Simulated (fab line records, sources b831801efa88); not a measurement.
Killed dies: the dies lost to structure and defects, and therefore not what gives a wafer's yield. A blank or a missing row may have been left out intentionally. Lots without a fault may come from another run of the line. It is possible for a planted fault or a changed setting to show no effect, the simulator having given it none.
Which tool was responsible? / flow gf180mcu / 14 lots with 42 wafers sampled at 2 steps, on a route of 602 steps

== WHAT EACH GAUGE READ, for each wafer ==
GF_V4_BOW_MEAS_05. Usual: V4_BOW 134 um, standard deviation 11.
lot=L416; measured=day 23 12:04; on=filmMetro-01; V4_BOW (um)=126 144 132; flag=
lot=L418; measured=day 24 05:14; on=filmMetro-02; V4_BOW (um)=117 114 114; flag=
lot=L420; measured=day 25 05:10; on=filmMetro-02; V4_BOW (um)=161 147 141; flag=
lot=L421; measured=day 25 07:39; on=filmMetro-02; V4_BOW (um)=152 148 139; flag=
lot=L422; measured=day 25 16:46; on=filmMetro-02; V4_BOW (um)=139 128 132; flag=
lot=L423; measured=day 25 21:02; on=filmMetro-04; V4_BOW (um)=130 132 126; flag=
lot=L426; measured=day 26 18:39; on=filmMetro-01; V4_BOW (um)=149 137 147; flag=
lot=L427; measured=day 27 09:01; on=filmMetro-02; V4_BOW (um)=143 146 156; flag=
lot=L428; measured=day 27 14:13; on=filmMetro-01; V4_BOW (um)=121 110 125; flag=
lot=L429; measured=day 27 18:58; on=filmMetro-04; V4_BOW (um)=128 143 117; flag=
lot=L434; measured=day 29 15:40; on=filmMetro-04; V4_BOW (um)=136 127 122; flag=
lot=L435; measured=day 29 19:13; on=filmMetro-02; V4_BOW (um)=134 132 133; flag=
lot=L436; measured=day 29 23:23; on=filmMetro-01; V4_BOW (um)=133 148 125; flag=
lot=L438; measured=day 30 09:02; on=filmMetro-04; V4_BOW (um)=135 137 135; flag=

== WHICH TOOL RAN EACH LOT (tool, then ch and the chambers of the sampled wafers, then the start) ==
lot=L416; GF_STI_WET_ETCH_20=wetBench-04 ch 3, day 2 01:11
lot=L418; GF_STI_WET_ETCH_20=wetBench-02 ch 2, day 2 13:35
lot=L420; GF_STI_WET_ETCH_20=wetBench-02 ch 1, day 2 23:00
lot=L421; GF_STI_WET_ETCH_20=wetBench-03 ch 0, day 3 04:44
lot=L422; GF_STI_WET_ETCH_20=wetBench-03 ch 2, day 3 10:35
lot=L423; GF_STI_WET_ETCH_20=wetBench-04 ch 3, day 3 14:18
lot=L426; GF_STI_WET_ETCH_20=wetBench-03 ch 1, day 4 05:16
lot=L427; GF_STI_WET_ETCH_20=wetBench-03 ch 1, day 4 11:02
lot=L428; GF_STI_WET_ETCH_20=wetBench-02 ch 2, day 4 15:50
lot=L429; GF_STI_WET_ETCH_20=wetBench-02 ch 3, day 4 20:32
lot=L434; GF_STI_WET_ETCH_20=wetBench-03 ch 3, day 6 01:03
lot=L435; GF_STI_WET_ETCH_20=wetBench-03 ch 1, day 6 04:02
lot=L436; GF_STI_WET_ETCH_20=wetBench-03 ch 0, day 6 09:05
lot=L438; GF_STI_WET_ETCH_20=wetBench-03 ch 3, day 6 20:27
- GF_STI_WET_ETCH_20: etches SiO2 in dHF, target depth 20 nm, time 400 s.

== WHAT THE TOOLS THEMSELVES READ (means of the sampled wafers that have a number; where no wafer has one, the mark that the record gives instead) ==
GF_STI_WET_ETCH_20. Usual: bathHeatDutyPct at 6.3 %, with a standard deviation of 0.82.
lot=L416; tool=wetBench-04; bathHeatDutyPct (%)=6.1; flag=
lot=L418; tool=wetBench-02; bathHeatDutyPct (%)=8.0; flag=
lot=L420; tool=wetBench-02; bathHeatDutyPct (%)=6.7; flag=
lot=L421; tool=wetBench-03; bathHeatDutyPct (%)=5.7; flag=
lot=L422; tool=wetBench-03; bathHeatDutyPct (%)=6.2; flag=
lot=L423; tool=wetBench-04; bathHeatDutyPct (%)=6.0; flag=
lot=L426; tool=wetBench-03; bathHeatDutyPct (%)=6.6; flag=
lot=L427; tool=wetBench-03; bathHeatDutyPct (%)=5.5; flag=
lot=L428; tool=wetBench-02; bathHeatDutyPct (%)=8.1; flag=
lot=L429; tool=wetBench-02; bathHeatDutyPct (%)=6.4; flag=
lot=L434; tool=wetBench-03; bathHeatDutyPct (%)=5.4; flag=
lot=L435; tool=wetBench-03; bathHeatDutyPct (%)=6.2; flag=
lot=L436; tool=wetBench-03; bathHeatDutyPct (%)=5.2; flag=
lot=L438; tool=wetBench-03; bathHeatDutyPct (%)=6.1; flag=

== THE ANSWER, worked out from the rows above alone ==
Rule: take the mean of a lot's wafers that have a number; if it is more than 3 standard deviations from the usual mean, the lot is off. Also off: a lot with no number at a reading for which 4 or more lots have one. All remaining lots with rows at the step are treated as sound. The gauges are gone through in route order, then the tools' own readings, and for those a lot's mean is taken as printed above. At the first step where some lot is off, the reading lying furthest off is the one used; lots without a number count as furthest.
None of the lots is off at any reading shown; this tells nothing.

== WHAT THE SIMULATOR PUT IN ==
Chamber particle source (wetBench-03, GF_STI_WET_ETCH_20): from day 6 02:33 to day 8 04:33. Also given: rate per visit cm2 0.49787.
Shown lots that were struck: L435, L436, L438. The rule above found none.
